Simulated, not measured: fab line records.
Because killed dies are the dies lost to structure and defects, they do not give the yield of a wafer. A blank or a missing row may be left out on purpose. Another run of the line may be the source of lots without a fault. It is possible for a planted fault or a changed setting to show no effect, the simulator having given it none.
A lot that was struck, set against a sound lot	flow sky130	17 steps out of a route of 708
Sound: the wafers L528.2, L528.4, L528.5. The struck wafers were L538.1, L538.2, L538.3. The cause comes at the end.
Order at every step that has rows: each side's tool, ch and its chambers, its first start. Under that, the readings that differ: sound wafers	struck wafers	difference of the means	sigmas: that difference in standard deviations of wafers without a fault.
alike: same words and numbers on both sides, and readings whose means sit less than 2 such deviations apart. not compared: any withheld reading, any reading some wafer has no value for, any bound like >300 that may hide the same value, and any number with overlapping values for which the record gives no deviation.
The two part at a step that has a row with sigmas, a row that says differs or no value, or rows on one side only. Numbers that have no deviation but don't overlap get no sigmas and don't part them. A reading that every wafer of one side lacks parts them only if that side has two wafers or more.

SKY_VIA1_CMP_02: polishes SiO2.
  sound on cmp-02 ch 0,3, day 32 20:10; struck on cmp-02 ch 0,2,3, day 36 08:55
  alike: edge zone pressure frac, head pressure psi, motor current A, retaining ring pressure frac
SKY_VIA1_BOW_MEAS_03:
  struck on film metro-01, day 36 09:10; sound on film metro-01, day 32 20:26
  alike: VIA1_BOW
then, 8 steps without rows for these wafers: SKY_VIA1_DEHYDRATE_04 (time 60 s); SKY_VIA1_HMDS_05 (prime time 60 s); SKY_VIA1_COAT_06 (resist thk 60 nm); SKY_VIA1_COAT_07 (resist thk 450 nm); SKY_VIA1_SOFTBAKE_08 (time 90 s); SKY_VIA1_EXPOSE_09 (exposes mask VIM, target cd 150 nm); SKY_VIA1_PEB_10; SKY_VIA1_DEVELOP_11 (develop time 60 s).
SKY_VIA1_CD_MEAS_12: the cd target is 150 nm.
  struck on cd sem-02, day 37 11:17; sound on cd sem-01, day 33 22:48
reading	sound	struck	difference	sigmas
cd nm (nm)	145.2 145.6 144.1	149.8 149.3 150.6	+4.9	+3
SKY_VIA1_OVL_MEAS_13:
  struck on overlay-02, day 37 11:24; sound on overlay-02, day 33 22:55
  alike: VIA1_OVL
SKY_VIA1_ETCH_14: etches BARC in N2/H2, stops on SiO2, time 45.9 s, target depth 60 nm.
  sound on rie diel-01 ch 0,1,2, day 33 22:56; struck on rie diel-01 ch 0,1,3, day 37 11:26
reading	sound	struck	difference	sigmas
oes product au (a.u.)	0.865 0.849 0.858	0.777 0.773 0.774	-0.083	-18
run length s (s)	74.1 75.0 73.6	84.4 83.2 83.0	+9.3	+19
model.KrF-thick_of_VIA1_COAT_07.thk nm (nm)	393.3 394.7 393.2	386.3 386.6 386.7	-7.2	
  alike: chamber pressure mTorr, drypump motor current A, throttle valve pct
  not compared: rf hours counter h
SKY_VIA1_ETCH_15: etches SiO2 in C4F8/O2/Ar, stops on TiN, target depth 351 nm, time 54 s.
  sound on rie diel-01 ch 0,1,2, day 33 22:59; struck on rie diel-01 ch 0,1,3, day 37 11:29
reading	sound	struck	difference	sigmas
model.KrF-thick_of_VIA1_COAT_07.thk nm (nm)	323.2 323.4 323.3	316 316.2 316.3	-7	
  alike: chamber pressure mTorr, oes product au, run length s
  not compared: rf hours counter h
SKY_VIA1_STRIP_16: strips in O2/N2.
  sound on plasma asher-01 ch 0,1, day 33 23:02; struck on plasma asher-03 ch 0,1, day 37 11:32
reading	sound	struck	difference	sigmas
strip time to endpoint s (s)	4.464 4.483 4.480	4.394 4.385 4.379	-0.090	-4
  alike: chamber pressure mTorr, drypump motor current A, oes product au
  not compared: rf hours counter h
then, 1 step without rows for these wafers: SKY_VIA1_STRIP_17 (strips in post etch residue remover, time 1200 s).
-- the record jumps here: 11 days lie between the struck wafers' starts before and after (it left off in module VIA1 and takes up again in module PAD_OPEN, whose first step shown is number 708 of the route) --
SKY_PAD_OPEN_PROBE_99:
  struck on prober-01, day 48 11:58; sound on prober-01, day 45 17:19
  alike: defect limited yield, killed_at_M0_to_M3, killed_at_M4_up, killed at contacts, killed at front end, killed at other, killed dies, killed open, killed short, sort_bin_3_pad_short, sort_bin_5_function, sort_bin_6_memory, sort n pass, sort yield pct

## WHERE THEY PART
First at SKY_VIA1_CD_MEAS_12; last, within this record, at SKY_VIA1_STRIP_16. Later steps at which nothing parts them and some readings are alike: SKY_PAD_OPEN_PROBE_99.

WHY: what the simulator had put in
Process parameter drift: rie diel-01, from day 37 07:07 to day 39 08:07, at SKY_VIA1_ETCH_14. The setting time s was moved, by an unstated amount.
